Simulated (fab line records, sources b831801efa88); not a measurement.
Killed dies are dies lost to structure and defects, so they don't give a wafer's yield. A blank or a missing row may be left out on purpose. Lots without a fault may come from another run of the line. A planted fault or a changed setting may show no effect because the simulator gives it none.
A struck lot beside a sound one | flow sky130 | 35 steps out of a route of 708
Sound: wafers L280.2, L280.3, L280.5. Struck: wafers L283.1, L283.6. The cause comes at the end.
At each step with rows: each side's tool, then ch and its chambers, then its first start. Under that, the readings that differ: sound wafers | struck wafers | difference of the means | sigmas: that difference in standard deviations of wafers without a fault.
alike: readings whose means differ by less than 2 such deviations, and words and numbers that are the same on both sides. not compared: withheld readings, readings that some wafer has no value for, bounds like >300 that may hide the same value, and numbers for which the record gives no deviation and whose values overlap.
The two part at a step that has a row with sigmas, a row that says differs or no value, or rows on one side only. Numbers that don't overlap but have no deviation are shown without sigmas and don't part them. A reading that every wafer of one side lacks parts them only if that side has two wafers or more.

first, 10 steps without rows for these wafers: SKY_POLY_CUT_ETCH_10 (etches BARC in N2/H2, stops on SiO2, time 45.9 s, target depth 60 nm); SKY_POLY_CUT_ETCH_11 (etches Si3N4 in CF4/CH2F2/Ar, stops on poly-Si, time 42.5 s, target depth 60 nm); SKY_POLY_CUT_STRIP_12 (strips in O2/N2); SKY_SD_P_DEHYDRATE_00 (time 60 s); SKY_SD_P_HMDS_01 (prime time 60 s); SKY_SD_P_COAT_02 (resist thk 1140 nm); SKY_SD_P_SOFTBAKE_03 (time 60 s); SKY_SD_P_EXPOSE_04 (exposes mask PSDM, target cd 380 nm); SKY_SD_P_PEB_05; SKY_SD_P_DEVELOP_06 (develop time 60 s).
SKY_SD_P_IMPLANT_09:
  sound on implanter-03 ch 0, day 28 11:55; struck on implanter-03 ch 0, day 29 16:48
SKY_SD_P_STRIP_10: strips in O2/N2.
  sound on plasma_asher-01 ch 0,1, day 28 12:03; struck on plasma_asher-04 ch 0, day 29 16:57
  reading                      | sound             | struck      | difference | sigmas
  strip_time_to_endpoint_s (s) | 17.51 17.52 17.53 | 17.12 17.11 | -0.40      | -10
  alike: drypump_motor_current_A, o2_flow_sccm, oes_product_au
  not compared: rf_hours_counter_h
then, 21 steps without rows for these wafers: SKY_RES_XHIGH_DEHYDRATE_00 (time 60 s); SKY_RES_XHIGH_HMDS_01 (prime time 60 s); SKY_RES_XHIGH_COAT_02 (resist thk 1140 nm); SKY_RES_XHIGH_SOFTBAKE_03 (time 60 s); SKY_RES_XHIGH_EXPOSE_04 (exposes mask URPM, target cd 1270 nm); SKY_RES_XHIGH_PEB_05; SKY_RES_XHIGH_DEVELOP_06 (develop time 60 s); SKY_RES_XHIGH_IMPLANT_07; SKY_RES_XHIGH_STRIP_08 (strips in O2/N2); SKY_SD_N_DEHYDRATE_00 (time 60 s); SKY_SD_N_HMDS_01 (prime time 60 s); SKY_SD_N_COAT_02 (resist thk 1140 nm); SKY_SD_N_SOFTBAKE_03 (time 60 s); SKY_SD_N_EXPOSE_04 (exposes mask NSDM, target cd 380 nm); SKY_SD_N_PEB_05; SKY_SD_N_DEVELOP_06 (develop time 60 s); SKY_SD_N_IMPLANT_09; SKY_SD_N_IMPLANT_10; SKY_SD_N_STRIP_11 (strips in O2/N2); SKY_SD_N_CLEAN_13 (cleans in SC1/SC2, time 150 s); SKY_SD_N_RTA_14 (time 2 s).
-- the record jumps here: 2 days lie between the struck wafers' starts before and after --
SKY_SD_N_RS_MEAS_17: measures by four-point-probe.
  sound on film_metro-02, day 30 20:17; struck on film_metro-01, day 32 01:06
  reading          | sound             | struck      | difference | sigmas
  SD_P_RS (ohm/sq) | 146.8 146.3 147.0 | 149.9 149.5 | +3.0       | +10
-- the record jumps here: 17 days lie between the struck wafers' starts before and after (it left off in module SD_N and takes up again in module PAD_OPEN, whose first step shown is number 708 of the route) --
SKY_PAD_OPEN_PROBE_99:
  sound on prober-01, day 47 22:05; struck on prober-02, day 48 17:17
  reading                                           | sound                | struck        | difference | sigmas
  model.etest.licon_high_po.rc_ohm                  | 356.3 366.2 382.5    | 597 553.7     | +207       |
  model.etest.res_high_po.line_ohm_um               | 749 791.5 770.1      | 986.8 963.1   | +204.8     |
  model.etest.res_pdiff.line_ohm_um                 | 1349 1357 1385       | 1502 1501     | +138       |
  model.etest.pfet_01v8.r_on_ohm_um                 | 2845 2824 2836       | 3050 2939     | +160       |
  model.etest.res_high_po.rs_ohm_sq_range           | 6.573 7.644 4.864    | 95.3 76.3     | +79.4      |
  model.etest.res_high_po.rs_ohm_sq                 | 261.9 270.4 271.4    | 345.8 332.1   | +71.1      |
  model.etest.licon_pdiff.rc_ohm                    | 590.1 609 616.2      | 657.2 650.3   | +48.6      |
  model.etest.res_high_po.rs_ohm_sq_rim_less_centre | -2.091 -3.553 -2.097 | -42.15 -28.02 | -32.50     |
  alike: killed_at_M0_to_M3, killed_at_M4_up, killed_at_contacts, killed_at_front_end, killed_at_other, killed_dies, killed_on_rim, killed_open, killed_short

WHERE THEY PART
First at SKY_SD_P_STRIP_10; last, within this record, at SKY_SD_N_RS_MEAS_17. Later steps at which nothing parts them and some readings are alike: SKY_PAD_OPEN_PROBE_99.

WHY: what the simulator had put in
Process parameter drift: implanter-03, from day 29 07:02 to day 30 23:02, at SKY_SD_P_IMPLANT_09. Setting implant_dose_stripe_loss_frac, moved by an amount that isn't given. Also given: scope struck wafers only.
